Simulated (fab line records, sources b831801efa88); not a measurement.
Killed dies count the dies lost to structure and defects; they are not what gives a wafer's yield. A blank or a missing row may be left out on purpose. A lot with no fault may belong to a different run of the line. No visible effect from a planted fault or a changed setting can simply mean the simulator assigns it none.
fab line records | flow sky130
record lots=12 | wafers=35 | last_day=50
route steps=708 shown FIELD_ISO@16 VT_ADJUST_HVTP@93 SONOS_TUNNEL@163 SONOS_ONO@185
lots untouched by any fault: they come from a run of this same line in which no faults occurred
start_h: hours from the record's first day to the start of the lot's first wafer shown | wait_h: how many hours have passed since the lot's step before this one | " unchanged from the row above | L1.1+2: several wafers, shown together as one row | - either no value or no given start | * or withheld: withheld | < > ~ a bound
route shown NAME@n: names a module that has steps shown in the file, with the first one's number in the route | usual: average and standard deviation across the fault-free wafers | same: alike in all rows | chamber/n: place in a boat | sites: readings site by site | _std_site: the standard deviation of these | _edge_site: inner sites' mean taken away from outer sites' mean | radius_mm: how far each site lies from the wafer's centre | mask NAME#n: copy n | behind: tool/chamber where the wafer was last shaped | hold: cause of the lot's hold/its duration in hours/its outcome | device: which transistor (n, p or np) failed to switch | end of line: tests run on the same wafers once the route is complete | a step given without rows: its recipe and nothing more | killed: not the wafer's yield, but the dies lost to structure and defects at the first sort | map: dies across one wafer; x = killed, . = not, _ = none there
set.NAME: the setting as run; set.NAME@STEP: as run at that earlier step | model.NAME: the simulator's own value behind a step, which no gauge read
one table for each step of the route and one row for each wafer, over a sample of lots
services: the hour from which a tool's chamber was out of use, counted from the record's first day as start_h (under 0 if before that day), plus the number of hours and why
## steps
# step SKY_FIELD_ISO_ETCH_15
# recipe chemistry=CHF3/O2 | target_depth_nm=180 | stop_on=Si | source_w=600 | bias_w=200 | pressure_mtorr=40 | chf3_flow_sccm=50 | O2_flow_sccm=5 | time_s=72
# usual drypump_motor_current_A=5.7/0.54 | oes_product_au=0.948/0.0064 | throttle_valve_pct=8.844/0.0087
lot.wafer | tool        | chamber | start_h | wait_h | drypump_motor_current_A | oes_product_au | rf_hours_counter_h | throttle_valve_pct
L581.3    | rie_diel-04 | 0       | 34.97   | 0.0    | 6.5                     | 0.943          | 173                | 8.849
L581.4    | "           | 2       | "       | "      | 5.6                     | 0.946          | 148                | 8.832
L581.5    | "           | 3       | "       | "      | 5.8                     | 0.949          | -                  | 8.829
L583.1    | rie_diel-03 | 3       | 45.02   | 0.0    | 4.7                     | 0.950          | 172                | 8.854
L583.4    | "           | 0       | "       | "      | 6.1                     | 0.942          | 99                 | 8.835
L583.6    | "           | 3       | "       | "      | 4.8                     | 0.941          | -                  | 8.835
L584.2    | rie_diel-03 | 2       | 50.95   | 0.0    | 5.7                     | 0.956          | 38                 | 8.837
L584.4    | "           | 3       | "       | "      | 4.8                     | 0.959          | 172                | 8.847
L584.6    | "           | 1       | "       | "      | 5.8                     | 0.951          | -                  | 8.834
L586.1    | rie_diel-03 | 2       | 59.90   | 0.0    | 5.7                     | 0.944          | 38                 | 8.849
L586.2    | "           | 1       | "       | "      | 5.8                     | 0.942          | 117                | 8.832
L586.3    | "           | 0       | "       | "      | 6.1                     | 0.956          | 99                 | 8.861
L590.1    | rie_diel-03 | 3       | 80.05   | 0.0    | 4.8                     | 0.955          | 0                  | 8.848
L590.6    | "           | 3       | "       | "      | 4.7                     | 0.947          | -                  | 8.838
L596.1    | rie_diel-03 | 3       | 111.40  | 0.0    | 4.8                     | 0.945          | 1                  | 8.839
L596.3    | "           | 0       | "       | "      | 6.1                     | 0.955          | 100                | 8.845
L596.4    | "           | 2       | "       | "      | 5.7                     | 0.947          | 40                 | 8.837
L597.1    | rie_diel-03 | 3       | 116.67  | 0.0    | 4.8                     | 0.943          | 1                  | 8.835
L597.2    | "           | 1       | "       | "      | 5.8                     | 0.948          | 118                | 8.854
L597.5    | "           | 1       | "       | "      | 5.8                     | 0.949          | -                  | 8.850
L598.1    | rie_diel-04 | 3       | 124.07  | 0.0    | 5.8                     | 0.944          | 107                | 8.843
L598.3    | "           | 2       | "       | "      | 5.6                     | 0.940          | 150                | 8.833
L598.5    | "           | 1       | "       | "      | 6.2                     | 0.935          | -                  | 8.846
L599.2    | rie_diel-04 | 2       | 131.77  | 0.0    | 5.6                     | 0.947          | 150                | 8.839
L599.3    | "           | 1       | "       | "      | 6.3                     | 0.946          | 60                 | 8.846
L599.5    | "           | 2       | "       | "      | 5.6                     | 0.937          | -                  | 8.845
L600.1    | rie_diel-01 | 2       | 136.10  | 0.0    | 4.8                     | 0.946          | 5                  | 8.843
L600.2    | "           | 1       | "       | "      | 6.4                     | 0.948          | 8                  | 8.858
L600.4    | "           | 3       | "       | "      | 5.8                     | 0.951          | 97                 | 8.850
L602.2    | rie_diel-03 | 1       | 147.62  | 0.0    | 5.8                     | 0.956          | 119                | 8.857
L602.4    | "           | 2       | "       | "      | 5.7                     | 0.956          | 40                 | 8.853
L602.6    | "           | 3       | "       | "      | 4.7                     | 0.941          | -                  | 8.850
L603.1    | rie_diel-01 | 3       | 150.52  | 0.0    | 5.8                     | 0.945          | 97                 | 8.846
L603.4    | "           | 0       | "       | "      | 4.9                     | 0.957          | 6                  | 8.847
L603.5    | "           | 1       | "       | "      | 6.4                     | 0.948          | -                  | 8.848
# step SKY_VT_ADJUST_HVTP_OVL_MEAS_08
# usual VT_ADJUST_HVTP_OVL=0.8/1.4
lot.wafer | tool       | chamber | start_h | wait_h | VT_ADJUST_HVTP_OVL[nm]
L581.3    | overlay-02 | -       | 127.07  | 0.1    | 2.6
L581.4    | "          | -       | "       | "      | 1.5
L581.5    | "          | -       | "       | "      | 1.7
L583.1    | overlay-02 | -       | 139.91  | 0.1    | -0.5
L583.4    | "          | -       | "       | "      | -0.4
L583.6    | "          | -       | "       | "      | 0.3
L584.2    | overlay-01 | -       | 148.16  | 0.1    | 0.0
L584.4    | "          | -       | "       | "      | 0.5
L584.6    | "          | -       | "       | "      | 1.6
L586.1    | overlay-02 | -       | 157.62  | 0.1    | 0.1
L586.2    | "          | -       | "       | "      | -1.2
L586.3    | "          | -       | "       | "      | -2.0
L590.1    | overlay-02 | -       | 183.91  | 0.1    | 1.1
L590.6    | "          | -       | "       | "      | 1.1
L596.1    | overlay-02 | -       | 222.51  | 0.1    | 1.2
L596.3    | "          | -       | "       | "      | 0.6
L596.4    | "          | -       | "       | "      | 1.5
L597.1    | overlay-02 | -       | 229.71  | 0.1    | 1.3
L597.2    | "          | -       | "       | "      | 1.2
L597.5    | "          | -       | "       | "      | -0.5
L598.1    | overlay-01 | -       | 239.46  | 0.1    | 2.8
L598.3    | "          | -       | "       | "      | 2.3
L598.5    | "          | -       | "       | "      | 4.3
L599.2    | overlay-01 | -       | 244.23  | 0.1    | 3.8
L599.3    | "          | -       | "       | "      | 4.0
L599.5    | "          | -       | "       | "      | 4.1
L600.1    | overlay-02 | -       | 251.01  | 0.1    | 1.7
L600.2    | "          | -       | "       | "      | 2.5
L600.4    | "          | -       | "       | "      | 1.6
L602.2    | overlay-02 | -       | 265.53  | 0.1    | 0.4
L602.4    | "          | -       | "       | "      | 1.2
L602.6    | "          | -       | "       | "      | 1.8
L603.1    | overlay-02 | -       | 277.52  | 0.1    | 0.7
L603.4    | "          | -       | "       | "      | 1.2
L603.5    | "          | -       | "       | "      | 0.7
# step SKY_SONOS_TUNNEL_IMPLANT_09
# recipe species=B | energy_kev=20 | dose_cm2=1e+12 | tilt_deg=withheld
lot.wafer  | tool         | chamber | start_h | wait_h
L581.3+4+5 | implanter-04 | 0       | 253.94  | 0.1
L583.1+4+6 | implanter-02 | 0       | 270.59  | 0.0
L584.2+4+6 | implanter-02 | 0       | 282.11  | 0.0
L586.1+2+3 | implanter-02 | 0       | 294.64  | 0.0
L590.1+6   | implanter-02 | 0       | 328.09  | 0.0
L596.1+3+4 | implanter-01 | 0       | 375.54  | 0.0
L597.1+2+5 | implanter-02 | 0       | 386.94  | 0.0
L598.1+3+5 | implanter-04 | 0       | 396.84  | 0.0
L599.2+3+5 | implanter-02 | 0       | 403.52  | 0.0
L600.1+2+4 | implanter-01 | 0       | 410.84  | 0.0
L602.2+4+6 | implanter-02 | 0       | 429.67  | 0.0
L603.1+4+5 | implanter-04 | 0       | 444.39  | 0.0
# step SKY_SONOS_TUNNEL_TW_MEAS_12
# usual SONOS_TUNNEL_TW=199.5/1.7
lot.wafer | tool          | chamber | start_h | wait_h | hold                     | SONOS_TUNNEL_TW
L581.3    | film_metro-04 | -       | 254.33  | 0.0    | -                        | 195.1
L581.4    | "             | -       | "       | "      | -                        | 196.0
L581.5    | "             | -       | "       | "      | -                        | 196.6
L583.1    | film_metro-04 | -       | 271.00  | 0.0    | -                        | 196.9
L583.4    | "             | -       | "       | "      | -                        | 198.6
L583.6    | "             | -       | "       | "      | -                        | 197.1
L584.2    | film_metro-01 | -       | 282.51  | 0.0    | -                        | 199.6
L584.4    | "             | -       | "       | "      | -                        | 200.5
L584.6    | "             | -       | "       | "      | -                        | 199.3
L586.1    | film_metro-03 | -       | 295.05  | 0.0    | await_dispo/0.2h/release | 179.5
L586.2    | "             | -       | "       | "      | await_dispo/0.2h/release | 201.2
L586.3    | "             | -       | "       | "      | await_dispo/0.2h/release | 199.4
L586.1    | film_metro-03 | -       | 295.28  | 0.2    | -                        | 179.1
L586.2    | "             | -       | "       | "      | -                        | 201.8
L586.3    | "             | -       | "       | "      | -                        | 200.3
L590.1    | film_metro-04 | -       | 328.50  | 0.0    | await_dispo/0.2h/release | 176.7
L590.6    | "             | -       | "       | "      | await_dispo/0.2h/release | 176.6
L590.1    | film_metro-04 | -       | 328.73  | 0.2    | -                        | 176.8
L590.6    | "             | -       | "       | "      | -                        | 176.8
L596.1    | film_metro-04 | -       | 375.97  | 0.0    | -                        | 197.7
L596.3    | "             | -       | "       | "      | -                        | 198.6
L596.4    | "             | -       | "       | "      | -                        | 196.7
L597.1    | film_metro-04 | -       | 387.37  | 0.0    | -                        | 199.4
L597.2    | "             | -       | "       | "      | -                        | 198.2
L597.5    | "             | -       | "       | "      | -                        | 199.7
L598.1    | film_metro-04 | -       | 397.26  | 0.0    | -                        | 199.6
L598.3    | "             | -       | "       | "      | -                        | 197.9
L598.5    | "             | -       | "       | "      | -                        | 199.4
L599.2    | film_metro-01 | -       | 403.94  | 0.0    | -                        | 200.2
L599.3    | "             | -       | "       | "      | -                        | 199.8
L599.5    | "             | -       | "       | "      | -                        | 200.9
L600.1    | film_metro-01 | -       | 411.28  | 0.0    | -                        | 200.8
L600.2    | "             | -       | "       | "      | -                        | 199.8
L600.4    | "             | -       | "       | "      | -                        | 199.8
L602.2    | film_metro-04 | -       | 430.07  | 0.0    | -                        | 197.0
L602.4    | "             | -       | "       | "      | -                        | 197.9
L602.6    | "             | -       | "       | "      | -                        | 197.4
L603.1    | film_metro-04 | -       | 444.82  | 0.0    | -                        | 197.4
L603.4    | "             | -       | "       | "      | -                        | 196.6
L603.5    | "             | -       | "       | "      | -                        | 198.0
# step SKY_SONOS_ONO_STRIP_17
# recipe chemistry=O2/N2 | power_w=1400 | pressure_mtorr=1500 | platen_temp_c=withheld | o2_flow_sccm=3000 | n2_flow_sccm=300 | overash_fraction=0.5
# usual drypump_motor_current_A=5.8/0.45 | oes_product_au=0.710/0.0045 | strip_time_to_endpoint_s=14.08/0.038
lot.wafer | tool            | chamber | start_h | wait_h | drypump_motor_current_A | oes_product_au | rf_hours_counter_h | strip_time_to_endpoint_s
L581.3    | plasma_asher-02 | 0       | 284.75  | 0.0    | 6.0                     | 0.721          | -                  | 14.07
L581.4    | "               | 1       | "       | "      | 6.0                     | 0.714          | -                  | 14.10
L581.5    | "               | 1       | "       | "      | 6.0                     | 0.711          | -                  | 14.05
L583.1    | plasma_asher-02 | 0       | 301.45  | 0.0    | 6.0                     | 0.707          | 64                 | 14.07
L583.4    | "               | 0       | "       | "      | 6.0                     | 0.713          | -                  | 14.05
L583.6    | "               | 1       | "       | "      | 6.0                     | 0.710          | -                  | 14.07
L584.2    | plasma_asher-02 | 1       | 314.20  | 0.0    | 6.0                     | 0.715          | 65                 | 14.11
L584.4    | "               | 0       | "       | "      | 5.9                     | 0.703          | -                  | 14.07
L584.6    | "               | 0       | "       | "      | 6.0                     | 0.709          | -                  | 14.10
L586.1    | plasma_asher-04 | 0       | 326.95  | 0.0    | 5.2                     | 0.711          | 48                 | 14.15
L586.2    | "               | 1       | "       | "      | 5.1                     | 0.710          | 48                 | 14.10
L586.3    | "               | 1       | "       | "      | 5.1                     | 0.709          | -                  | 14.07
L590.1    | plasma_asher-02 | 1       | 361.60  | 0.0    | 6.0                     | 0.713          | 70                 | 14.10
L590.6    | "               | 0       | "       | "      | 5.9                     | 0.703          | -                  | 14.13
L596.1    | plasma_asher-03 | 1       | 410.20  | 0.0    | 5.9                     | 0.710          | 71                 | 14.07
L596.3    | "               | 1       | "       | "      | 5.9                     | 0.710          | -                  | 14.11
L596.4    | "               | 0       | "       | "      | 6.5                     | 0.708          | -                  | 14.06
L597.1    | plasma_asher-03 | 1       | 422.17  | 0.0    | 5.9                     | 0.714          | 72                 | 14.06
L597.2    | "               | 0       | "       | "      | 6.5                     | 0.707          | 72                 | 14.03
L597.5    | "               | 1       | "       | "      | 5.9                     | 0.718          | -                  | 14.04
L598.1    | plasma_asher-02 | 0       | 432.41  | 0.0    | 5.9                     | 0.715          | 0                  | 14.08
L598.3    | "               | 1       | "       | "      | 6.0                     | 0.707          | -                  | 14.04
L598.5    | "               | 1       | "       | "      | 6.0                     | 0.706          | -                  | 14.01
L599.2    | plasma_asher-04 | 0       | 440.72  | 0.0    | 5.2                     | 0.712          | 59                 | 14.00
L599.3    | "               | 1       | "       | "      | 5.1                     | 0.709          | -                  | 14.05
L599.5    | "               | 0       | "       | "      | 5.2                     | 0.707          | -                  | 14.08
L600.1    | plasma_asher-02 | 1       | 449.17  | 0.0    | 6.0                     | 0.711          | 2                  | 14.14
L600.2    | "               | 0       | "       | "      | 5.9                     | 0.707          | 2                  | 14.11
L600.4    | "               | 0       | "       | "      | 6.0                     | 0.708          | -                  | 14.11
L602.2    | plasma_asher-04 | 0       | 468.40  | 0.0    | 5.2                     | 0.717          | 61                 | 14.05
L602.4    | "               | 0       | "       | "      | 5.2                     | 0.712          | -                  | 14.00
L602.6    | "               | 0       | "       | "      | 5.2                     | 0.712          | -                  | 14.06
L603.1    | plasma_asher-02 | 0       | 479.70  | 0.0    | 5.9                     | 0.711          | 5                  | 14.07
L603.4    | "               | 0       | "       | "      | 5.9                     | 0.705          | -                  | 14.11
L603.5    | "               | 0       | "       | "      | 5.9                     | 0.712          | -                  | 14.07
## services
tool            | chamber | start_h | hours | kind
plasma_asher-04 | -       | 24.82   | 3.9   | repair
rie_diel-04     | 0       | 37.51   | 5.5   | repair
plasma_asher-02 | -       | 38.86   | 1.1   | repair
implanter-02    | -       | 47.17   | 15.5  | repair
rie_diel-03     | 0       | 78.66   | 6.0   | repair
rie_diel-04     | 1       | 93.04   | 3.5   | repair
implanter-02    | -       | 118.88  | 1.3   | repair
rie_diel-03     | -       | 120.30  | 0.9   | repair
implanter-02    | -       | 167.25  | 2.6   | repair
rie_diel-03     | 1       | 184.54  | 13.4  | repair
implanter-02    | -       | 189.76  | 1.4   | repair
rie_diel-03     | 2       | 223.32  | 8.1   | repair
rie_diel-03     | 3       | 230.47  | 3.3   | repair
rie_diel-03     | 0       | 232.66  | 8.7   | repair
implanter-02    | -       | 254.29  | 0.6   | repair
implanter-02    | -       | 287.17  | 2.7   | pm
implanter-02    | -       | 331.24  | 3.3   | repair
implanter-02    | -       | 334.56  | 9.2   | pm
implanter-02    | -       | 352.97  | 2.2   | repair
rie_diel-03     | -       | 370.27  | 4.0   | pm
plasma_asher-02 | -       | 384.97  | 1.9   | repair
implanter-02    | -       | 413.38  | 6.3   | repair
plasma_asher-02 | -       | 421.25  | 9.0   | pm
plasma_asher-02 | -       | 445.38  | 0.4   | repair
## key
first_sign step=SKY_SONOS_TUNNEL_TW_MEAS_12 | reading=visit | direction=added
effect step=SKY_SONOS_TUNNEL_TW_MEAS_12 | reading=SONOS_TUNNEL_TW | direction=down | sigmas=13 | usual=199.5 | struck=177.6
met_at SKY_SONOS_TUNNEL_IMPLANT_09
struck_lots L586,L590
struck_wafers L586.1,L590.1,L590.6
tester_left_out L586,L590
not_acting_at SKY_FIELD_ISO_ETCH_15,SKY_VT_ADJUST_HVTP_OVL_MEAS_08,SKY_SONOS_ONO_STRIP_17
onset_between 282.11 294.64
fault kind=process_parameter_drift | tool=implanter-02 | chamber=- | onset_h=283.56 | steps=SKY_SONOS_TUNNEL_IMPLANT_09 | channel=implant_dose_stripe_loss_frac | offset=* | shape=step | end_h=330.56 | scope=struck_wafers_only
# tester_left_out: of these lots the tester's yield and bins aren't shown, on N5 and GAA mostly nor the transistor test; their killed dies are dies lost to structure and defects alone, not to doping, threshold or leakage, so they don't give the yield
